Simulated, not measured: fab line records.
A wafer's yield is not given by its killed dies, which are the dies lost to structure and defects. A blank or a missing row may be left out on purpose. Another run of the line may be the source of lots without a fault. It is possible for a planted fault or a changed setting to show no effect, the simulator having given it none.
Chamber matching :: flow gf180mcu :: GF_MIM_CVD_05 on pecvd-01 has 3 sister chambers
The step deposits Si3N4, target thk 42 nm, time 29.086 s. 6 wafers are shown with their chamber, then 7 later ones without.

## WAFERS WITH THEIR CHAMBER
wafer: L565.5
chamber: 0
heater_power_w (W): 580

wafer: L571.5
chamber: 0
heater_power_w (W): 617

wafer: L573.4
chamber: 1
heater_power_w (W): 543

wafer: L573.5
chamber: 2
heater_power_w (W): 710

wafer: L574.1
chamber: 1
heater_power_w (W): 640

wafer: L574.2
chamber: 2
heater_power_w (W): 686

## WAFERS WITHOUT THEIR CHAMBER
wafer: L574.6
heater_power_w (W): 543

wafer: L576.1
heater_power_w (W): 601

wafer: L576.4
heater_power_w (W): 634

wafer: L576.5
heater_power_w (W): 571

wafer: L577.1
heater_power_w (W): 681

wafer: L577.3
heater_power_w (W): 606

wafer: L577.5
heater_power_w (W): 600

## WHICH CHAMBER EACH ONE RAN IN
wafer: L574.6
from the rows above: can't be placed: 1 or 0
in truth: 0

wafer: L576.1
from the rows above: can't be placed: 0 or 1
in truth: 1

wafer: L576.4
from the rows above: can't be placed: 0 or 1 or 2
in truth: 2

wafer: L576.5
from the rows above: can't be placed: 1 or 0
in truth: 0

wafer: L577.1
from the rows above: can't be placed: 2 or 0 or 1
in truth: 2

wafer: L577.3
from the rows above: can't be placed: 0 or 1 or 2
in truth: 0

wafer: L577.5
from the rows above: can't be placed: 0 or 1
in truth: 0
Correct placement for 0 of the 7. Not placeable from these rows: 7 (in 7, the candidates include the true chamber). Number placed wrongly: 0.
How it was worked out, from the rows above alone: a wafer's distance from a chamber is the root of the sum, over the readings, of the square of ((its reading less the chamber's mean) divided by the reading's scatter). The wafer belongs to the nearest chamber; if the next one is less than 2 further off, it can't be placed. The mean given for a chamber averages the wafers shown for that chamber. The scatter: take each reading less its chamber's mean, square it, sum over the shown wafers, divide by the number of wafers less the number of chambers, and take the root.
